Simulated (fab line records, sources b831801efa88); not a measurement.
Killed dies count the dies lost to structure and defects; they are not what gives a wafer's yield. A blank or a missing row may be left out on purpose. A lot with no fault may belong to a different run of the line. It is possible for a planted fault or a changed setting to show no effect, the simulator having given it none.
Which tool was responsible?	flow gf180mcu	Sampling: 6 lots, 17 wafers, 2 of 602 route steps

## WHAT EACH GAUGE READ, for each wafer
GF_SALICIDE_RS_MEAS_04: measurement is done with a four-point probe.
lot	measured	on	SALICIDE_TIN_RS (ohm/sq)
L422	day 15 09:16	filmMetro-02	16.09 16.19 16.40
L424	day 16 00:13	filmMetro-04	16.54 16.34 16.50
L428	day 17 11:51	filmMetro-02	16.55 16.34 16.54
L430	day 18 10:13	filmMetro-02	16.33 16.17 16.38
L436	day 20 19:47	filmMetro-01	16.57 16.67 16.74
L439	day 21 13:52	filmMetro-02	18.23 18.17

## WHAT TOOL EACH LOT RAN ON (gives the tool, then ch and the chambers of the sampled wafers, and finally the start)
lot	GF_SALICIDE_SPUTTER_03
L422	pvdSputter-01, day 15 09:12
L424	pvdSputter-01, day 16 00:11
L428	pvdSputter-03, day 17 11:47
L430	pvdSputter-01, day 18 10:11
L436	pvdSputter-04, day 20 19:46
L439	pvdSputter-04, day 21 13:51
- GF_SALICIDE_SPUTTER_03: material TiN, target thk 20 nm, time 16.7 s.

## THE ANSWER, worked out from the rows above alone
Rule: what is usual is taken from the lots themselves. Put in order of their means at a reading, lots are off if they are a third of the lots or fewer, leave a main group of 4 or more, and stand apart from it by a gap of 3 or more times the standard deviation of the main group's means; of several such gaps the widest counts. Not used: any main group whose means are identical at the precision the tables above print for the reading. A lot without any number at a reading at which 4 lots or more have one is off too. Where the step has rows for the other lots, those lots are counted as sound.
Off: at GF_SALICIDE_RS_MEAS_04 (SALICIDE_TIN_RS), L439. The main group: mean 16.42 ohm/sq, standard deviation 0.15.
If a tool, at a process step before that reading, ran all the lots that are off and no sound lot after the first of them, it fits. Those tools and the gauges at GF_SALICIDE_RS_MEAS_04 are tried in the same way. Undecided on this evidence; 2 tools fit (pvdSputter-04 at GF_SALICIDE_SPUTTER_03, filmMetro-02 at GF_SALICIDE_RS_MEAS_04).

## WHAT HAD BEEN PUT IN BY THE SIMULATOR
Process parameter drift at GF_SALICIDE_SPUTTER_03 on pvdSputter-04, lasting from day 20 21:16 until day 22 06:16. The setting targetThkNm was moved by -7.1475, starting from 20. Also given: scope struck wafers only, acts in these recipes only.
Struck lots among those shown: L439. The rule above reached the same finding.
